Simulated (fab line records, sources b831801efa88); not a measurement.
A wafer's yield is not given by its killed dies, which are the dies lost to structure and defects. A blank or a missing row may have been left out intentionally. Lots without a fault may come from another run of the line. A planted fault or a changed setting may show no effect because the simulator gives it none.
A single fault, viewed from 2 desks | flow sfqLine | each desk has only its own numbers; what lay behind them comes last

== AT THE TOOL OWNER'S DESK: cmp-02 ==
The tool's own readings at SFQ_TRILAYER_I1_CMP_CMP_046 (polishes SiO2): means of the sampled wafers that have a number, for each lot that ran on this tool. If a lot's mean is further than 4 standard deviations from the usual mean, the lot is out of limits and carries the mark OUT (the distance appears in the brackets).
Columns: A = motorCurrentA at SFQ_TRILAYER_I1_CMP_CMP_046, usual 10.2 A; B = slurryFilterDpKPa at SFQ_TRILAYER_I1_CMP_CMP_046, usual 13.51 kPa; C = timeToEndpointS at SFQ_TRILAYER_I1_CMP_CMP_046, usual 213 s
lot  | first seen here | A    | B     | C
L238 | day 26 10:06    | 9.9  | 13.53 | 207
L240 | day 26 15:06    | 11.2 | 13.43 | 203
L244 | day 27 15:47    | 9.8  | 13.50 | 211
L246 | day 28 04:10    | 10.2 | 13.44 | 220
L247 | day 28 22:04    | 10.2 | 13.44 | 212
L248 | day 29 04:25    | 10.3 | 13.54 | 190
L251 | day 30 07:05    | 10.0 | 13.55 | 197
This desk's finding: nothing out of limits on any of the 7 lots.

== METROLOGY DESK ==
Lot by lot, what the gauges showed, no matter which tool ran the lot: averages of those sampled wafers that carry a number. If a lot's mean is further than 4 standard deviations from the usual mean, the lot is out of limits and carries the mark OUT (the distance appears in the brackets).
Columns: A = L0_MONX_KI_RS at SFQ_L0_RS_MEAS_901, usual 43.7 ohm/sq; B = I0_OVL at SFQ_I0_OVL_MEAS_908, usual 0 nm
lot  | first seen here | A    | B
L236 | day 1 12:37     | 43.1 | -5
L237 | day 1 17:34     | 43.3 | -1
L238 | day 1 22:34     | 43.4 | 1
L240 | day 2 08:36     | 44.0 | -5
L241 | day 2 13:36     | 43.7 | 3
L243 | day 2 23:34     | 43.1 | -2
L244 | day 3 04:35     | 43.3 | -1
L245 | day 3 09:34     | 43.4 | -6
L246 | day 3 14:34     | 43.2 | -2
L247 | day 3 19:35     | 43.3 | -10
L248 | day 4 00:35     | 44.1 | 6
L250 | day 4 10:36     | 43.9 | 6
L251 | day 4 15:34     | 43.5 | 2
L259 | day 6 07:34     | 43.7 | 2
This desk's finding: nothing out of limits on any of the 14 lots.

== PUT TOGETHER ==
The tool owner's desk saw nothing out of limits.
Metrology desk: nothing out of limits seen.

== WHAT THE SIMULATOR PUT IN ==
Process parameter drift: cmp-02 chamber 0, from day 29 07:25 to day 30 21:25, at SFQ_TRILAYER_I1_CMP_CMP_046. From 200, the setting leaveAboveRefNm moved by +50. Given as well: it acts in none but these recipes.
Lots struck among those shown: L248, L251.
